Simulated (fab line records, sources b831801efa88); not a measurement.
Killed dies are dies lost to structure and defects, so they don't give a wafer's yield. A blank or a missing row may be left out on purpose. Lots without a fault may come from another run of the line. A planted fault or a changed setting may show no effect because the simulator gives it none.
Chamber matching | flow gf180mcu | GF_STI_CMP_25 on cmp-01: 4 sister chambers
The step polishes, stops on Si3N4, t overpolish 33 s, target thk 524.6 nm. 16 wafers are shown with their chamber, then 8 later ones without.

WAFERS WITH THEIR CHAMBER
wafer  | chamber | motor_current_A (A) | time_to_endpoint_s (s) | platen_rpm (rpm)
L665.1 | 1       | 13.9                | 117                    | 59.94
L665.2 | 0       | 11.6                | 121                    | 60.03
L665.3 | 2       | 14.4                | 119                    | 60.05
L670.1 | 1       | 14.6                | 123                    | 59.97
L670.3 | 2       | 14.2                | 125                    | 60.06
L670.4 | 0       | 11.9                | 126                    | 59.94
L671.2 | 2       | 14.8                | 124                    | 60.00
L671.3 | 3       | 13.9                | 125                    | 59.98
L671.5 | 0       | 12.4                | 124                    | 60.09
L677.1 | 3       | 13.0                | 123                    | 60.04
L677.4 | 2       | 13.8                | 126                    | 59.99
L677.6 | 2       | 15.1                | 125                    | 60.00
L678.1 | 0       | 11.9                | 125                    | 59.99
L678.3 | 2       | 14.6                | 126                    | 60.00
L678.5 | 0       | 12.5                | 123                    | 60.05
L679.2 | 2       | 13.8                | 124                    | 60.00

SIGNATURES (means of the wafers above)
reading            | chamber 0 | chamber 1 | chamber 2 | chamber 3 | scatter within a chamber
motor_current_A    | 12.060    | 14.250    | 14.386    | 13.450    | 0.472
time_to_endpoint_s | 123.80    | 120.00    | 124.14    | 124.00    | 2.41
platen_rpm         | 60.0200   | 59.9550   | 60.0143   | 60.0100   | 0.0411
Rule: a wafer's distance from a chamber is the root of the sum, over the readings, of the square of ((its reading less the chamber's mean) divided by the reading's scatter). The wafer belongs to the nearest chamber; if the next one is less than 2 further off, it can't be placed. The scatter: the root of (the sum of the squares of (reading less its chamber's mean) over the shown wafers, divided by (wafers less chambers)).

WAFERS WITHOUT THEIR CHAMBER
wafer  | motor_current_A (A) | time_to_endpoint_s (s) | platen_rpm (rpm)
L679.4 | 13.4                | 121                    | 59.92
L679.6 | 13.2                | 129                    | 59.94
L680.2 | 13.8                | 122                    | 60.01
L680.4 | 11.6                | 120                    | 60.03
L680.6 | 14.8                | 122                    | 60.02
L686.1 | 12.3                | 124                    | 60.03
L686.2 | 13.2                | 124                    | 59.98
L686.3 | 13.8                | 122                    | 60.00

WHICH CHAMBER EACH WENT THROUGH
wafer  | from the rows above               | in truth
L679.4 | can't be placed: 1 or 3 or 2 or 0 | 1
L679.6 | can't be placed: 3 or 2 or 0 or 1 | 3
L680.2 | can't be placed: 3 or 2 or 1      | 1
L680.4 | 0                                 | 0
L680.6 | can't be placed: 2 or 1 or 3      | 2
L686.1 | can't be placed: 0 or 3           | 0
L686.2 | can't be placed: 3 or 0 or 2 or 1 | 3
L686.3 | can't be placed: 3 or 2 or 1      | 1
Placed correctly: 1 of 8. Can't be placed from these rows: 7 (the true chamber is among the candidates in 7). Placed wrongly: 0.
